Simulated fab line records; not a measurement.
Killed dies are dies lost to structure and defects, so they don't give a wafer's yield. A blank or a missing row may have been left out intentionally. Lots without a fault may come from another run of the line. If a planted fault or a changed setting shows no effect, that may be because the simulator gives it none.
Struck lot and sound lot, side by side    flow gf180mcu    20 steps out of a route of 602
Sound: the wafers L990.1, L990.3, L990.6. Wafers struck: L996.4, L996.5, L996.6. The cause is given at the end.
For every step that has rows: the tool of each side, followed by ch and its chambers, followed by its first start. Under that, the readings that differ: sound wafers    struck wafers    difference of the means    sigmas: that difference in standard deviations of wafers without a fault.
alike: a reading whose means differ by less than 2 such deviations, as well as words and numbers matching on both sides. not compared: withheld readings; readings where some wafer has no value; bounds like >300 that might hide an equal value; numbers whose values overlap and for which the record gives no deviation.
Wherever a step has rows on one side only, a row that says differs or no value, or a row with sigmas, the two part there. Numbers that have no deviation but don't overlap get no sigmas and don't part them. A reading that every wafer of one side lacks parts them only if that side has two wafers or more.

first, 6 steps without rows for these wafers: GF_M1_HMDS_08 (prime time 60 s); GF_M1_COAT_09 (resist thk 1000 nm); GF_M1_SOFTBAKE_10 (time 60 s); GF_M1_EXPOSE_11 (exposes mask Metal1, target cd 230 nm); GF_M1_PEB_12 (peb time 90 s); GF_M1_DEVELOP_13 (develop time 60 s).
GF_M1_CD_MEAS_14 targets a cd of 230 nm.
  sound on cdSem-01 at day 16 22:40; struck on cdSem-02 at day 19 10:14
  alike: cdNm
GF_M1_OVL_MEAS_15:
  sound on overlay-01 at day 16 22:47; struck on overlay-01 at day 19 10:19
  alike: M1_OVL
GF_M1_METAL_ETCH_16: etches the open film in Cl2/BCl3, stops on SiO2, target depth 750.8 nm, time 125.1 s.
  sound on rieMetal-03 ch 0, day 16 22:50; struck on rieMetal-03 ch 0,1, day 19 10:22
  alike: drypumpMotorCurrentA, oesProductAu, throttleValvePct
  not compared: rfHoursCounterH
GF_M1_STRIP_17: strips in O2/N2.
  sound on plasmaAsher-02 ch 0,1, day 16 22:58; struck on plasmaAsher-02 ch 0,1, day 19 10:29
  alike: drypumpMotorCurrentA, heaterPowerW, oesProductAu, platenTempC, stripTimeToEndpointS
  not compared: rfHoursCounterH
then, 2 steps without rows for these wafers: GF_M1_STRIP_18 (strips in post etch residue remover, time 1200 s); GF_M1_CLEAN_19 (cleans in DIW).
GF_V1_CVD_00: deposits SiO2, target thk 600 nm, time 100 s.
  sound on hdpcvd-01 ch 0,2, day 16 23:29; struck on hdpcvd-01 ch 0,1,2, day 19 11:16
GF_V1_THK_MEAS_01:
  sound on filmMetro-03 at day 16 23:34; struck on filmMetro-03 at day 19 11:20
reading             sound        struck          difference  sigmas
V1_CVD_00_THK (nm)  594 598 598  1190 1183 1188  +590        +98
GF_V1_CVD_02: deposits SiO2 from TEOS, target thk 850 nm, time 94.851 s.
  sound on pecvd-04 ch 0,2, day 16 23:37; struck on pecvd-03 ch 0,2, day 19 11:24
  alike: heaterPowerW
GF_V1_THK_MEAS_03:
  sound on filmMetro-02 at day 16 23:41; struck on filmMetro-02 at day 19 11:29
reading             sound        struck       difference  sigmas
V1_CVD_02_THK (nm)  815 828 834  859 841 860  +28         +2
GF_V1_CMP_04: polishes SiO2.
  sound on cmp-02 ch 0,1,3, day 16 23:45; struck on cmp-01 ch 1,2, day 19 11:34
  alike: motorCurrentA, timeToEndpointS
GF_V1_BOW_MEAS_05:
  sound on filmMetro-04 at day 17 00:03; struck on filmMetro-04 at day 19 11:53
reading      sound     struck       difference  sigmas
V1_BOW (um)  79 88 81  100 100 101  +18         +3
then, 1 step without rows for these wafers: GF_V1_DEHYDRATE_06 (time 60 s).
-- the record jumps here: 11 days lie between the struck wafers' starts before and after (it left off in module V1 and takes up again in module PASSIVATION, whose first step shown is number 602 of the route) --
GF_PASSIVATION_PROBE_99:
  rows exist in the record for the struck wafers here (prober-01, day 30 21:29), but not for the sound ones

## WHERE THEY PART
Last at GF_PASSIVATION_PROBE_99 as far as this record goes, first at GF_V1_THK_MEAS_01.

WHY: whatever the simulator had introduced
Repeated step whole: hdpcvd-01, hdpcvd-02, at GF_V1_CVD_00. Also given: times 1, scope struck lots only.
